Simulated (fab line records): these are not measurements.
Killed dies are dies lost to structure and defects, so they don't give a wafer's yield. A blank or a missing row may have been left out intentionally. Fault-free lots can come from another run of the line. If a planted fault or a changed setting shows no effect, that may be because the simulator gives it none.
2 desks, one fault :: flow sky130 :: what lay behind the numbers comes last; until then each desk has only its own

TOOL OWNER'S DESK, lithoTrack-03
Per lot that ran on this tool, the mean of the sampled wafers carrying a number, from the tool's own readings at SKY_CONTACT_SOFTBAKE_10 (time 90 s). If a lot's mean is further than 4 standard deviations from the usual mean, the lot is out of limits and carries the mark OUT (the distance appears in the brackets).
Columns: A = heaterPowerTotalW at SKY_CONTACT_SOFTBAKE_10, usual 57.37 W; B = plateTempC at SKY_CONTACT_SOFTBAKE_10, usual 99.98 C
lot: L845
first seen here: day 36 12:00
A: 59.47 (+17) OUT
B: 102.72 (+20) OUT

lot: L846
first seen here: day 36 13:00
A: 59.55 (+18) OUT
B: 102.68 (+19) OUT
This desk's finding: out of limits on L845, L846; first on L845, day 36 12:00 (heaterPowerTotalW at SKY_CONTACT_SOFTBAKE_10). In limits: none.

METROLOGY DESK
Lot by lot, what the gauges showed, no matter which tool ran the lot: averages of those sampled wafers that carry a number. If a lot's mean is further than 4 standard deviations from the usual mean, the lot is out of limits and carries the mark OUT (the distance appears in the brackets).
Columns: A = CONTACT_CVD_00_THK at SKY_CONTACT_THK_MEAS_01, usual 75.1 nm
lot: L830
first seen here: day 30 09:49
A: 75.7

lot: L831
first seen here: day 31 00:07
A: 74.4

lot: L832
first seen here: day 31 06:04
A: 74.7

lot: L834
first seen here: day 32 13:14
A: 74.8

lot: L835
first seen here: day 32 16:50
A: 75.3

lot: L837
first seen here: day 33 02:35
A: 75.4

lot: L839
first seen here: day 33 13:22
A: 74.7

lot: L840
first seen here: day 33 22:31
A: 73.9

lot: L845
first seen here: day 35 23:02
A: 75.3

lot: L846
first seen here: day 35 23:58
A: 75.5

lot: L847
first seen here: day 36 07:13
A: 74.7

lot: L850
first seen here: day 37 00:59
A: 76.4

lot: L851
first seen here: day 37 18:29
A: 74.9

lot: L852
first seen here: day 37 20:57
A: 74.0
This desk found nothing out of limits on any of the 14 lots.

PUT TOGETHER
At day 36 12:00, on L845, L846, the tool owner's desk was in a position to raise an alarm.
Nothing out of limits was seen by the metrology desk.
The metrology desk holds a record of L845, L846, inside its limits.
Every lot named ran SKY_CONTACT_SOFTBAKE_10 on lithoTrack-03.

WHAT WAS PUT IN BY THE SIMULATOR
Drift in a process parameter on lithoTrack-03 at SKY_CONTACT_SOFTBAKE_10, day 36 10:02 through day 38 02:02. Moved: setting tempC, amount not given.
Struck lots among those shown: L845, L846.
Time in hours from fault onset to the first out-of-limits reading at each desk: the tool owner's desk, 2.
